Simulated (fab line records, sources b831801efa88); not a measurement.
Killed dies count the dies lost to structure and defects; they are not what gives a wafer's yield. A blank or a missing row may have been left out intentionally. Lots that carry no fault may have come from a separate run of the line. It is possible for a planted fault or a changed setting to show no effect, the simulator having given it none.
Comparing a struck lot with a sound one ; flow sky130 ; 15 steps out of a route of 708
Sound: these wafers, L709.2, L709.4, L709.6. Struck: wafer L715.6; the same lot's L715.4 was not struck, so it is left out; see the end for the cause.
At each step with rows: each side's tool, then ch and its chambers, then its first start. Under that, the readings that differ: sound wafers ; struck wafers ; difference of the means ; sigmas: that difference in standard deviations of wafers without a fault.
alike: readings whose means differ by less than 2 such deviations, and words and numbers that are the same on both sides. not compared: withheld readings, readings that some wafer has no value for, bounds like >300 that may hide the same value, and numbers for which the record gives no deviation and whose values overlap.
A row with sigmas, a row that says differs or no value, or rows on one side alone: a step with any of these is where the two part. Numbers that have no deviation but don't overlap get no sigmas and don't part them. A reading that every wafer of one side lacks parts them only if that side has two wafers or more.

first, 4 steps without rows for these wafers: SKY_VIA3_STRIP_16 (strips in O2/N2); SKY_VIA3_STRIP_17 (strips in post etch residue remover, time 1200 s); SKY_VIA3_CLEAN_18 (cleans in IPA, time 180 s); SKY_VIA3_CLEAN_19 (cleans in O3/DIW).
SKY_VIA3_SPUTTER_20: material TiN, target thk 20 nm, time 80 s.
  sound: pvd_sputter-03 at day 40 19:35; struck: pvd_sputter-03 at day 42 11:28
  alike: throttle_valve_pct
then, 1 step without rows for these wafers: SKY_VIA3_CVD_21 (deposits W, target thk 390 nm, time 117.31 s).
SKY_VIA3_RS_MEAS_22: a four-point-probe measurement.
  sound: film_metro-03 at day 40 19:47; struck: film_metro-01 at day 42 11:43
  alike: VIA3_W_RS
SKY_VIA3_THK_MEAS_23: measures by xrf.
  sound: film_metro-03 at day 40 19:54; struck: film_metro-01 at day 42 11:49
  alike: VIA3_W_THK
SKY_VIA3_CMP_24: polishes, stops on SiO2, t overpolish 20 s, target thk 0 nm.
  sound on cmp-01 ch 0,1,3, day 40 20:04; struck on cmp-01 ch 1, day 42 11:59
  alike: motor_current_A, overpolish_run_s, time_to_endpoint_s
then, 1 step without rows for these wafers: SKY_METAL4_SPUTTER_00 (material Ti, target thk 15 nm, time 10 s).
SKY_METAL4_SPUTTER_01: material TiN, target thk 20 nm, time 16.7 s.
  sound: pvd_sputter-04 at day 40 20:17; struck: pvd_sputter-02 at day 42 12:10
  alike: throttle_valve_pct
SKY_METAL4_SPUTTER_02: material AlCu, target thk 735 nm, time 39.1 s.
  sound: pvd_sputter-04 at day 40 20:19; struck: pvd_sputter-02 at day 42 12:11
  alike: throttle_valve_pct
SKY_METAL4_SPUTTER_03: material Ti, target thk 5 nm, time 3.3 s.
  sound: pvd_sputter-04 at day 40 20:21; struck: pvd_sputter-02 at day 42 12:13
reading;sound;struck;difference;sigmas
model.Ti_of_METAL4_SPUTTER_03.thk_nm (nm);4.969 4.799 4.926;3.338;-1.560;
  alike: throttle_valve_pct
SKY_METAL4_SPUTTER_04: material TiN, target thk 70 nm, time 58.3 s.
  sound: pvd_sputter-04 at day 40 20:22; struck: pvd_sputter-02 at day 42 12:14
  alike: throttle_valve_pct
then, 1 step without rows for these wafers: SKY_PAD_OPEN_PROBE_99.

WHERE THEY PART
Nowhere in this record.

WHY: the cause the simulator had injected
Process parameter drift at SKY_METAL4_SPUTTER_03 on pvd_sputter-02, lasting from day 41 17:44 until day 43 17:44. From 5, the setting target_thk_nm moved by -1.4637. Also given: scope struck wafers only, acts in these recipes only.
